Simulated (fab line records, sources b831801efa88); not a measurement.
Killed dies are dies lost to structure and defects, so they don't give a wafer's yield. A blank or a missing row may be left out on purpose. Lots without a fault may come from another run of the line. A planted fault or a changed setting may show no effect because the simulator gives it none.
Problem report in the 8D (eight disciplines) form, filled by code | flow sky130 | the parts of the form that need people (team, actions taken, sign-off) are left out

1. THE PROBLEM
sort_bin_3_pad_short at SKY_PAD_OPEN_PROBE_99 reads a mean of 4.1 % on 1 wafer of 1 lot; wafers without a fault read 0.8 % with a standard deviation of 0.4. That is +8.2 standard deviations from the usual mean.
First seen on wafer L788.5, day 49 16:19, on prober-02. The record holds 4 wafers of 2 lots with a number at this step. Rule for "out", or "out of limits": more than 4 standard deviations from the usual mean. The other wafers with a number count as sound.

2. WHAT IT IS AND WHAT IT IS NOT
question                    | is                                                                                                                            | is not
which readings at this step | sort_bin_3_pad_short, defect_limited_yield, killed_at_M0_to_M3, killed_dies, sort_bin_5_function, sort_n_pass, sort_yield_pct | killed_at_M4_up, killed_at_contacts, killed_at_front_end, killed_at_other, killed_open, killed_short, sort_bin_6_memory
which lots                  | L788                                                                                                                          | L789
which wafers of those lots  | L788.5                                                                                                                        | L788.1, L788.4
read on which tools         | prober-02                                                                                                                     | -
when                        | from day 49 16:19                                                                                                             | up to then (2 sound wafers); but 1 sound wafer of L789 came after

3. SUSPECTS, AND WHAT RULES EACH OUT
Counting: a tool at a process step up to the reading stays a suspect if it ran every lot that is out. Sound lots after the first of them don't rule it out here, since some wafers of a struck lot are sound.
- plasma_asher-02 at SKY_METAL2_STRIP_20 (strips in O2/N2): kept. It ran the lot that is out, L788 (day 39 23:55).
- rie_diel-03 at SKY_VIA3_ETCH_14 (etches BARC in N2/H2, stops on SiO2, time 45.9 s, target depth 60 nm): kept. It ran the lot that is out, L788 (day 44 04:38).
- pvd_sputter-04 at SKY_METAL5_SPUTTER_01 (material TiN, target thk 20 nm, time 16.7 s): kept. It ran the lot that is out, L788 (day 47 03:16).
- prober-02 at SKY_PAD_OPEN_PROBE_99: kept. It ran the lot that is out, L788 (day 49 16:07). Its own readings are out on those wafers: defect_limited_yield, killed_at_M0_to_M3, killed_dies, sort_bin_3_pad_short, sort_bin_5_function, sort_n_pass, sort_yield_pct.
- Within rie_diel-03 at SKY_VIA3_ETCH_14: the wafers that are out ran in chamber 0; their sound lot-mates ran in chambers 2, 3.
Left after counting: plasma_asher-02 at SKY_METAL2_STRIP_20, rie_diel-03 at SKY_VIA3_ETCH_14, pvd_sputter-04 at SKY_METAL5_SPUTTER_01, prober-02 at SKY_PAD_OPEN_PROBE_99.

4. THE CAUSE (what the simulator had put in)
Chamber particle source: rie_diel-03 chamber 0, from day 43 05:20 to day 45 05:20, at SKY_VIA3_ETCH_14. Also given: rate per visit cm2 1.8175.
Counting left 4 suspects, and this tool is among them.

5. THE CHAIN OF EFFECTS, in route order
Each row: a reading whose mean over the struck wafers that have a number lies more than 3 standard deviations from the usual. Only readings for which the record gives a usual standard deviation are gone through. hours: the time from each lot's start at the first step in this table that gives one to its start at this step, as a median over the lots. sigmas: the change in usual standard deviations.
hours | step                  | reading              | usual  | on struck wafers | change | sigmas
0     | SKY_PAD_OPEN_PROBE_99 | defect_limited_yield | 82.6 % | 72.8             | -9.8   | -4.9
0     | SKY_PAD_OPEN_PROBE_99 | killed_at_M0_to_M3   | 43     | 99               | +56    | +7.4
0     | SKY_PAD_OPEN_PROBE_99 | killed_dies          | 85     | 134              | +49    | +4.9
0     | SKY_PAD_OPEN_PROBE_99 | sort_bin_3_pad_short | 0.8 %  | 4.1              | +3.3   | +8.2
0     | SKY_PAD_OPEN_PROBE_99 | sort_bin_5_function  | 10.3 % | 17.5             | +7.2   | +4.5
0     | SKY_PAD_OPEN_PROBE_99 | sort_n_pass          | 407    | 358              | -49    | -4.9
0     | SKY_PAD_OPEN_PROBE_99 | sort_yield_pct       | 82.6 % | 72.8             | -9.8   | -4.9
The process steps in it:
- SKY_PAD_OPEN_PROBE_99

6. WHAT WOULD HAVE CAUGHT IT SOONER
In this record the first reading out of limits was taken at day 49 16:19, 155 hours after the fault began at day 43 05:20.
Of the tool readings at SKY_VIA3_ETCH_14 for which the record gives a usual standard deviation, none was out on any struck wafer, so an alarm limit of 4 standard deviations on them would not have fired.
All the lots that are out (1) had begun SKY_VIA3_ETCH_14 on rie_diel-03 by day 49 16:19. A hold on the tool at that time would have spared none of them.
